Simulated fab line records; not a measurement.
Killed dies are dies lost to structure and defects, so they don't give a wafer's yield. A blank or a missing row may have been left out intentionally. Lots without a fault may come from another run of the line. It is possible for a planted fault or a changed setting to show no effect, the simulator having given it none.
A lot that was struck, set against a sound lot / flow sky130 / 15 out of 708 route steps
Sound: these wafers, L118.2, L118.4, L118.6. Struck: wafers L127.1, L127.2, L127.3. The cause comes at the end.
For every step that has rows: the tool of each side, followed by ch and its chambers, followed by its first start. Under that, the readings that differ: sound wafers / struck wafers / difference of the means / sigmas: that difference in standard deviations of wafers without a fault.
alike: a reading whose means differ by less than 2 such deviations, as well as words and numbers matching on both sides. not compared: withheld readings; readings where some wafer has no value; bounds like >300 that might hide an equal value; numbers whose values overlap and for which the record gives no deviation.
The two part at a step that has a row with sigmas, a row that says differs or no value, or rows on one side only. Numbers that have no deviation but don't overlap get no sigmas and don't part them. A reading that every wafer of one side lacks parts them only if that side has two wafers or more.

first, 3 steps without rows for these wafers: SKY_PASSIVATION_EXPOSE_08 (exposes mask NSM, target cd 3000 nm); SKY_PASSIVATION_PEB_09; SKY_PASSIVATION_DEVELOP_10 (develop time 60 s).
SKY_PASSIVATION_ETCH_11: etches the open film in CF4/O2, stops on AlCu, target depth 725 nm, time 161.1 s.
  sound on rie diel-03 ch 0,1,2, day 47 06:41; struck on rie diel-04 ch 0,1,2, day 49 01:04
  alike: bias w, drypump motor current A, oes product au, throttle valve pct
  not compared: rf hours counter h
SKY_PASSIVATION_STRIP_12: strips in O2/N2.
  sound on plasma asher-04 ch 1, day 47 06:47; struck on plasma asher-01 ch 0,1, day 49 01:10
  alike: drypump motor current A, oes product au, strip time to endpoint s
  not compared: rf hours counter h
then, 7 steps without rows for these wafers: SKY_PAD_OPEN_DEHYDRATE_00 (time 60 s); SKY_PAD_OPEN_HMDS_01 (prime time 60 s); SKY_PAD_OPEN_COAT_02 (resist thk 3000 nm); SKY_PAD_OPEN_SOFTBAKE_03; SKY_PAD_OPEN_EXPOSE_04 (exposes mask PDM, target cd 60000 nm); SKY_PAD_OPEN_PEB_05; SKY_PAD_OPEN_DEVELOP_06 (develop time 60 s).
SKY_PAD_OPEN_ETCH_07: etches the open film in CF4/O2, stops on AlCu, target depth 725 nm, time 161.1 s.
  sound on rie diel-04 ch 0,2, day 48 02:13; struck on rie diel-04 ch 1,2,3, day 49 19:08
reading=bias w (W); sound=149.7 150.1 150.4; struck=139.7 139.7 139.6; difference=-10.4; sigmas=-27
  alike: drypump motor current A, oes product au, throttle valve pct
  not compared: rf hours counter h
SKY_PAD_OPEN_STRIP_08: strips in O2/N2.
  sound on plasma asher-03 ch 0,1, day 48 02:20; struck on plasma asher-04 ch 0,1, day 49 19:14
  alike: drypump motor current A, oes product au
  not compared: rf hours counter h
SKY_PAD_OPEN_PROBE_99:
  sound: prober-01 at day 48 04:37; struck: prober-01 at day 49 22:26
  alike: defect limited yield, killed_at_M0_to_M3, killed_at_M4_up, killed at contacts, killed at front end, killed at other, killed dies, killed open, killed short, sort_bin_3_pad_short, sort_bin_5_function, sort_bin_6_memory, sort n pass, sort yield pct

WHERE THEY PART
At SKY_PAD_OPEN_ETCH_07 and nowhere else, as far as this record goes. Later steps at which nothing parts them and some readings are alike: SKY_PAD_OPEN_STRIP_08, SKY_PAD_OPEN_PROBE_99.

WHY: whatever the simulator had introduced
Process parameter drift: rie diel-04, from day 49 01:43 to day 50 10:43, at SKY_PAD_OPEN_ETCH_07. From 150, the setting bias w moved by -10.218. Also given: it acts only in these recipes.
